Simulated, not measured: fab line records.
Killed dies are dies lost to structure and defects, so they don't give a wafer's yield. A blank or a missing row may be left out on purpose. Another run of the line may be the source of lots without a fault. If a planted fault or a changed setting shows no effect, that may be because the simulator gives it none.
One fault through the eyes of 2 desks	flow gf180mcu	what lay behind the numbers comes last; until then each desk has only its own

== THE METROLOGY DESK ==
What the gauges read, lot by lot, whatever tool the lot ran on: means of the sampled wafers that have a number. The brackets show how far a lot's mean lies from the usual mean; more than 4 standard deviations puts the lot out of limits, marked OUT.
Columns: A = LVPWELL_TW at GF_LVPWELL_TW_MEAS_11, usual 557; B = POLY_GATE_OXIDATION_THK at GF_POLY_GATE_THK_MEAS_17, usual 3.99 nm
lot	first seen here	A	B
L700	day 3 20:41	566	3.97
L701	day 4 02:01	560	4.00
L702	day 4 07:59	561	3.85
L704	day 4 18:40	550	4.03
L705	day 4 23:56	549	4.06
L706	day 5 06:51	553	4.07
L709	day 5 22:48	564	3.96
L716	day 7 15:16	551	3.96
L717	day 7 19:50	550	4.01
L718	day 8 03:07	551	3.99
L720	day 8 13:42	566	4.03
L722	day 8 23:50	559	3.95
L723	day 9 07:12	561	3.98
Finding of this desk: none of the 13 lots has anything out of limits.

== DESK OF THE TOOL OWNER: plasma_asher-04 ==
The tool's own readings at GF_DUAL_GATE_STRIP_13 (strips in O2/N2): means of the sampled wafers that have a number, for each lot that ran on this tool. The brackets show how far a lot's mean lies from the usual mean; more than 4 standard deviations puts the lot out of limits, marked OUT.
Columns: A = drypump_motor_current_A at GF_DUAL_GATE_STRIP_13, usual 5.7 A; B = heater_power_w at GF_DUAL_GATE_STRIP_13, usual 343 W; C = oes_product_au at GF_DUAL_GATE_STRIP_13, usual 0.715 a.u.; D = strip_time_to_endpoint_s at GF_DUAL_GATE_STRIP_13, usual 12.63 s
lot	first seen here	A	B	C	D
L704	day 9 14:48	6.0	337	0.715	12.66
L706	day 10 00:20	6.0	334	0.713	12.62
L709	day 10 21:17	6.0	337	0.925 (+43) OUT	-
L716	day 12 23:27	6.1	333	0.716	12.67
L718	day 13 13:08	6.0	333	0.715	12.63
L723	day 14 23:11	6.0	341	0.719	12.62
This desk's verdict: out of limits on L709, starting with L709 at day 10 21:17 (oes_product_au at GF_DUAL_GATE_STRIP_13). L704, L706, L716, L718, L723 stayed within limits.

== TAKEN TOGETHER ==
The tool owner's desk had the chance to raise an alarm at day 10 21:17 on L709.
At the metrology desk, nothing out of limits was observed.
The metrology desk has L709 on record, within its limits.
All the named lots went through GF_DUAL_GATE_STRIP_13 on plasma_asher-04.

== WHAT THE SIMULATOR PUT IN ==
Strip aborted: plasma_asher-04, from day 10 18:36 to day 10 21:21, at GF_DUAL_GATE_STRIP_13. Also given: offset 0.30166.
Lots struck among those shown: L709.
How many hours passed from the start of the fault until each desk's first out-of-limits reading: the tool owner's desk, 3.
